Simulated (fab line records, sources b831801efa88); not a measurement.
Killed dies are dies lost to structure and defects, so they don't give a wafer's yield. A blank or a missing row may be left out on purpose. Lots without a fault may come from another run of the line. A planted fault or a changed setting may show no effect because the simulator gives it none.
One fault seen from 2 desks | flow gf180mcu | each desk has only its own numbers; what lay behind them comes last

THE METROLOGY DESK
What the gauges read, lot by lot, whatever tool the lot ran on: means of the sampled wafers that have a number. A lot is out of limits, marked OUT, if its mean lies more than 4 standard deviations from the usual mean; the brackets give that distance.
Columns: A = V5_CVD_00_THK at GF_V5_THK_MEAS_01, usual 299 nm; B = TOP_METAL_ALCU_RS at GF_TOP_METAL_RS_MEAS_05, usual 0.0329 ohm/sq; C = TOP_METAL_ALCU_THK at GF_TOP_METAL_THK_MEAS_06, usual 895 nm
lot  | first seen here | A   | B                | C
L991 | day 26 05:25    | 300 | 0.0326           | 907
L992 | day 26 15:20    | 295 | 0.0325           | 907
L995 | day 27 13:26    | 297 | 0.0329           | 881
L994 | day 27 17:55    | 296 | 0.0331           | 892
L996 | day 28 00:58    | 300 | 0.0330           | 891
L100 | day 29 01:52    | 299 | 0.0322           | 903
L101 | day 29 12:46    | 302 | 0.0328           | 895
L103 | day 30 02:19    | 296 | 0.0335           | 876
L104 | day 30 10:55    | 299 | 0.0327           | 902
L107 | day 31 05:45    | 303 | 0.0428 (+26) OUT | 742 (-12) OUT
L112 | day 32 08:44    | 300 | 0.0410 (+21) OUT | 771 (-9.5) OUT
This desk's finding: out of limits on L107, L112; first on L107, day 32 01:19 (TOP_METAL_ALCU_RS at GF_TOP_METAL_RS_MEAS_05). In limits: L991, L992, L995, L994, L996, L100, L101, L103, L104.

THE TOOL OWNER'S DESK: pvd_sputter-01
The tool's own readings at GF_TOP_METAL_SPUTTER_02 (material AlCu, target thk 900 nm, time 47.82 s): means of the sampled wafers that have a number, for each lot that ran on this tool. A lot is out of limits, marked OUT, if its mean lies more than 4 standard deviations from the usual mean; the brackets give that distance.
Columns: A = throttle_valve_pct at GF_TOP_METAL_SPUTTER_02, usual 30.5 %
lot  | first seen here | A
L992 | day 27 13:23    | 30.3
L103 | day 30 23:01    | 31.2
L107 | day 32 01:14    | 30.4
L112 | day 33 03:34    | 30.6
This desk's finding: nothing out of limits on any of the 4 lots.

PUT TOGETHER
The metrology desk could have raised an alarm at day 32 01:19, on L107, L112.
The tool owner's desk saw nothing out of limits.
The tool owner's desk has L107, L112 on record, within its limits.
Of the lots named, all ran GF_TOP_METAL_SPUTTER_02 on pvd_sputter-01.

WHAT THE SIMULATOR HAD PUT IN
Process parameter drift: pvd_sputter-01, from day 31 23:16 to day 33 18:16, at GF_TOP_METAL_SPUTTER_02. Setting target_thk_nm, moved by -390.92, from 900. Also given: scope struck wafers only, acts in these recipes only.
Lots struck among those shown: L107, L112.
Hours from the fault's start to each desk's first reading out of limits: the metrology desk, 2.
